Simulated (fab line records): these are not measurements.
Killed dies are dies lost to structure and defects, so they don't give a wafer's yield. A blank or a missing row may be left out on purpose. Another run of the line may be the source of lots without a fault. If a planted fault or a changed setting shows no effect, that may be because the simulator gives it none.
Struck lot and sound lot, side by side | flow sky130 | 44 steps out of a route of 708
Sound: wafers L689.4, L689.5, L689.6. Struck: wafers L701.1, L701.4 (left out: L701.6, a lot-mate that was not struck); the cause follows at the end.
Order at every step that has rows: each side's tool, ch and its chambers, its first start. Under that, the readings that differ: sound wafers | struck wafers | difference of the means | sigmas: that difference in standard deviations of wafers without a fault.
alike: readings whose means differ by less than 2 such deviations, and words and numbers that are the same on both sides. not compared: withheld readings, readings that some wafer has no value for, bounds like >300 that may hide the same value, and numbers for which the record gives no deviation and whose values overlap.
Wherever a step has rows on one side only, a row that says differs or no value, or a row with sigmas, the two part there. When numbers do not overlap yet have no deviation, they are printed without sigmas and do not part them. Lack of a reading on every wafer of one side parts them only where that side has two or more wafers.

first, 5 steps without rows for these wafers: SKY_VIA4_STRIP_14 (strips in post etch residue remover, time 1200 s); SKY_VIA4_CLEAN_15 (cleans in IPA, time 180 s); SKY_VIA4_CLEAN_16 (cleans in O3/DIW); SKY_VIA4_SPUTTER_17 (material TiN, target thk 20 nm, time 80 s); SKY_VIA4_CVD_18 (deposits W, target thk 505 nm, time 152.14 s).
SKY_VIA4_RS_MEAS_19: uses a four-point probe to measure.
  sound on film metro-01 at day 42 21:46; struck on film metro-01 at day 46 10:21
  alike: VIA4_W_RS
SKY_VIA4_THK_MEAS_20: measures by xrf.
  sound on film metro-01 at day 42 21:52; struck on film metro-01 at day 46 10:28
  alike: VIA4_W_THK
SKY_VIA4_CMP_21: polishes, stops on SiO2, t overpolish 25 s, target thk 0 nm.
  sound on cmp-02 ch 2,3, day 42 21:53; struck on cmp-01 ch 2,3, day 46 10:35
  alike: motor current A, overpolish run s, time to endpoint s
then, 3 steps without rows for these wafers: SKY_METAL5_SPUTTER_00 (material Ti, target thk 15 nm, time 10 s); SKY_METAL5_SPUTTER_01 (material TiN, target thk 20 nm, time 16.7 s); SKY_METAL5_SPUTTER_02 (material AlCu, target thk 1150 nm, time 61.2 s).
SKY_METAL5_SPUTTER_03: material Ti, target thk 5 nm, time 3.3 s.
  sound on pvd sputter-02 at day 42 22:17; struck on pvd sputter-04 at day 46 10:56
  alike: cathode dc power W, throttle valve pct
SKY_METAL5_SPUTTER_04: material TiN, target thk 70 nm, time 58.3 s.
  sound on pvd sputter-02 at day 42 22:19; struck on pvd sputter-04 at day 46 10:57
  reading                                    | sound            | struck      | difference | sigmas
  model.TiN_of_METAL5_SPUTTER_04.thk nm (nm) | 70.58 70.91 70.8 | 48.66 49.35 | -21.76     |
  alike: cathode dc power W, throttle valve pct
SKY_METAL5_RS_MEAS_05: uses a four-point probe to measure.
  sound on film metro-04 at day 42 22:25; struck on film metro-03 at day 46 11:00
  alike: METAL5_ALCU_RS
SKY_METAL5_THK_MEAS_06: measures by xrf.
  sound on film metro-04 at day 42 22:31; struck on film metro-03 at day 46 11:07
  reading              | sound          | struck    | difference | sigmas
  METAL5_ALCU_THK (nm) | 1131 1141 1144 | 1198 1208 | +64        | +4
then, 9 steps without rows for these wafers: SKY_METAL5_DEHYDRATE_07 (time 60 s); SKY_METAL5_HMDS_08 (prime time 60 s); SKY_METAL5_COAT_09 (resist thk 1800 nm); SKY_METAL5_SOFTBAKE_10 (time 60 s); SKY_METAL5_EXPOSE_11 (exposes mask MM5, target cd 1600 nm); SKY_METAL5_PEB_12; SKY_METAL5_DEVELOP_13 (develop time 60 s); SKY_METAL5_DESCUM_14 (chemistry O2, time 11 s); SKY_METAL5_METAL_ETCH_15 (etches the open film in Cl2/BCl3, stops on SiO2, target depth 1260 nm, time 252 s).
SKY_METAL5_STRIP_16: strips in O2/N2.
  sound on plasma asher-03 ch 0,1, day 43 21:35; struck on plasma asher-02 ch 0,1, day 47 07:29
  alike: drypump motor current A, oes product au, strip time to endpoint s
  not compared: rf hours counter h
SKY_METAL5_STRIP_17: strips in post etch residue remover, time 1200 s.
  sound on wet bench-02 ch 0, day 43 21:38; struck on wet bench-03 ch 1, day 47 07:35
  reading                                    | sound             | struck      | difference | sigmas
  model.TiN_of_METAL5_SPUTTER_04.thk nm (nm) | 70.16 70.48 70.38 | 48.24 48.94 | -21.75     |
then, 2 steps without rows for these wafers: SKY_METAL5_CLEAN_18 (cleans in IPA, time 180 s); SKY_METAL5_CLEAN_19 (cleans in O3/DIW).
SKY_PASSIVATION_CVD_00: deposits SiO2, target thk 90 nm.
  sound on pecvd-02 ch 0,1,2, day 43 22:26; struck on pecvd-02 ch 0,2, day 47 08:07
  alike: heater power w
SKY_PASSIVATION_THK_MEAS_01:
  sound on film metro-01 at day 43 22:28; struck on film metro-01 at day 47 08:08
  alike: PASSIVATION_CVD_00_THK
then, 1 step without rows for these wafers: SKY_PASSIVATION_CVD_02 (deposits Si3N4, target thk 540 nm).
SKY_PASSIVATION_THK_MEAS_03:
  sound on film metro-02 at day 43 22:45; struck on film metro-03 at day 47 08:25
  alike: PASSIVATION_CVD_02_THK
then, 7 steps without rows for these wafers: SKY_PASSIVATION_DEHYDRATE_04 (time 60 s); SKY_PASSIVATION_HMDS_05 (prime time 60 s); SKY_PASSIVATION_COAT_06 (resist thk 3000 nm); SKY_PASSIVATION_SOFTBAKE_07; SKY_PASSIVATION_EXPOSE_08 (exposes mask NSM, target cd 3000 nm); SKY_PASSIVATION_PEB_09; SKY_PASSIVATION_DEVELOP_10 (develop time 60 s).
SKY_PASSIVATION_ETCH_11: etches the open film in CF4/O2, stops on AlCu, target depth 725 nm, time 161.1 s.
  sound on rie diel-02 ch 0,2,3, day 44 20:45; struck on rie diel-03 ch 0,2, day 48 04:21
  reading                                 | sound             | struck      | difference                   | sigmas
  oes product au (a.u.)                   | 0.982 0.981 0.986 | 0.955 0.965 | -0.023                       | -3
  rf hours counter h (h)                  | - - -             | 25 11       | no value on the sound wafers |
  model.PASSIVATION.feature depth nm (nm) | 705.3 709.1 709.7 | 677.6 688.2 | -25.1                        |
  alike: drypump motor current A, throttle valve pct
SKY_PASSIVATION_STRIP_12: strips in O2/N2.
  sound on plasma asher-02 ch 0,1, day 44 20:50; struck on plasma asher-02 ch 0, day 48 04:28
  alike: drypump motor current A, oes product au, strip time to endpoint s
  not compared: rf hours counter h
then, 1 step without rows for these wafers: SKY_PAD_OPEN_DEHYDRATE_00 (time 60 s).
SKY_PAD_OPEN_ETCH_07: etches the open film in CF4/O2, stops on AlCu, target depth 725 nm, time 161.1 s.
  sound on rie diel-03 ch 0,3, day 45 17:18; struck on rie diel-01 ch 2,3, day 48 23:00
  reading                              | sound             | struck      | difference | sigmas
  oes product au (a.u.)                | 0.989 0.984 0.977 | 0.956 0.964 | -0.023     | -3
  model.PAD_OPEN.feature depth nm (nm) | 705.3 709.1 709.7 | 677.6 688.2 | -25.1      |
  alike: drypump motor current A, throttle valve pct
  not compared: rf hours counter h
SKY_PAD_OPEN_PROBE_99:
  sound wafers here have rows in the record (prober-01, day 45 19:49); struck ones have none

## WHERE THEY PART
Last at SKY_PAD_OPEN_PROBE_99 as far as this record goes, first at SKY_METAL5_THK_MEAS_06.

WHY: whatever the simulator had introduced
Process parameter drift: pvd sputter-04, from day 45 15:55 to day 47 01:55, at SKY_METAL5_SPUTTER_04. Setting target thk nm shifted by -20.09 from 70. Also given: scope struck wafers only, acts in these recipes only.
